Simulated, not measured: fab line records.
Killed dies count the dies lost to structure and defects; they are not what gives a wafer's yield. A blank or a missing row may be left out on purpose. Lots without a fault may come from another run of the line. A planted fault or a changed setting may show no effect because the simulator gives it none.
Chamber matching + flow gf180mcu + GF_V5_CMP_26 on cmp-01 has 4 sister chambers
The step polishes, stops on SiO2, t overpolish 15 s, target thk 0 nm. 16 wafers are shown with their chamber, then 8 later ones without.

## WAFERS, EACH WITH ITS CHAMBER
| wafer  | chamber | motor-current-A (A) | time-to-endpoint-s (s) | retaining-ring-pressure-frac |
|--------|---------|---------------------|------------------------|------------------------------|
| L880.1 | 3       | 10.4                | 95                     | 1.000                        |
| L880.3 | 1       | 11.5                | 85                     | 0.991                        |
| L880.6 | 0       | 11.7                | 84                     | 0.992                        |
| L879.1 | 1       | 12.4                | 79                     | 1.002                        |
| L879.4 | 3       | 10.1                | 89                     | 1.003                        |
| L879.5 | 1       | 12.5                | 80                     | 1.002                        |
| L883.1 | 3       | 10.3                | 93                     | 1.007                        |
| L883.3 | 1       | 12.0                | 85                     | 1.007                        |
| L883.5 | 3       | 11.1                | 93                     | 0.998                        |
| L884.3 | 2       | 10.0                | 84                     | 1.003                        |
| L884.4 | 1       | 10.6                | 84                     | 0.996                        |
| L884.6 | 2       | 10.2                | 87                     | 1.005                        |
| L885.3 | 3       | 10.3                | 91                     | 0.989                        |
| L885.4 | 0       | 11.9                | 84                     | 1.009                        |
| L885.6 | 2       | 10.6                | 82                     | 0.998                        |
| L887.1 | 3       | 10.1                | 86                     | 0.985                        |

SIGNATURES (averages over the wafers above)
| reading                      | chamber 0 | chamber 1 | chamber 2 | chamber 3 | scatter within a chamber |
|------------------------------|-----------|-----------|-----------|-----------|--------------------------|
| motor-current-A              | 11.800    | 11.800    | 10.267    | 10.383    | 0.526                    |
| time-to-endpoint-s           | 84.00     | 82.60     | 84.33     | 91.17     | 2.87                     |
| retaining-ring-pressure-frac | 1.00050   | 0.99960   | 1.00200   | 0.99700   | 0.00751                  |
Rule: for a wafer and a chamber, the distance is found by dividing, reading by reading, the gap between the wafer's reading and the chamber's mean by the reading's scatter, squaring, summing and taking the root. The wafer belongs to the nearest chamber; if the next one is less than 2 further off, it can't be placed. The scatter: the root of (the sum of the squares of (reading less its chamber's mean) over the shown wafers, divided by (wafers less chambers)).

## WAFERS WITH NO CHAMBER GIVEN
| wafer  | motor-current-A (A) | time-to-endpoint-s (s) | retaining-ring-pressure-frac |
|--------|---------------------|------------------------|------------------------------|
| L887.2 | 11.7                | 76                     | 1.002                        |
| L887.6 | 9.8                 | 82                     | 1.001                        |
| L900.2 | 11.0                | 82                     | 1.002                        |
| L900.3 | 12.6                | 81                     | 1.003                        |
| L900.4 | 10.1                | 89                     | 0.995                        |
| L902.3 | 10.5                | 90                     | 0.998                        |
| L902.4 | 10.3                | 83                     | 1.004                        |
| L902.6 | 11.0                | 93                     | 1.005                        |

## WHICH CHAMBER EACH WENT THROUGH
| wafer  | from the rows above               | in truth |
|--------|-----------------------------------|----------|
| L887.2 | can't be placed: 1 or 0 or 2      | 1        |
| L887.6 | 2                                 | 2        |
| L900.2 | can't be placed: 1 or 2 or 0 or 3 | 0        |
| L900.3 | can't be placed: 1 or 0           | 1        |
| L900.4 | can't be placed: 3 or 2           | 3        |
| L902.3 | can't be placed: 3 or 2           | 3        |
| L902.4 | 2                                 | 2        |
| L902.6 | can't be placed: 3 or 2 or 0      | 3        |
Placed correctly: 2 of 8. From these rows, 6 cannot be placed; in 6 the true chamber is one of the candidates. Number placed wrongly: 0.
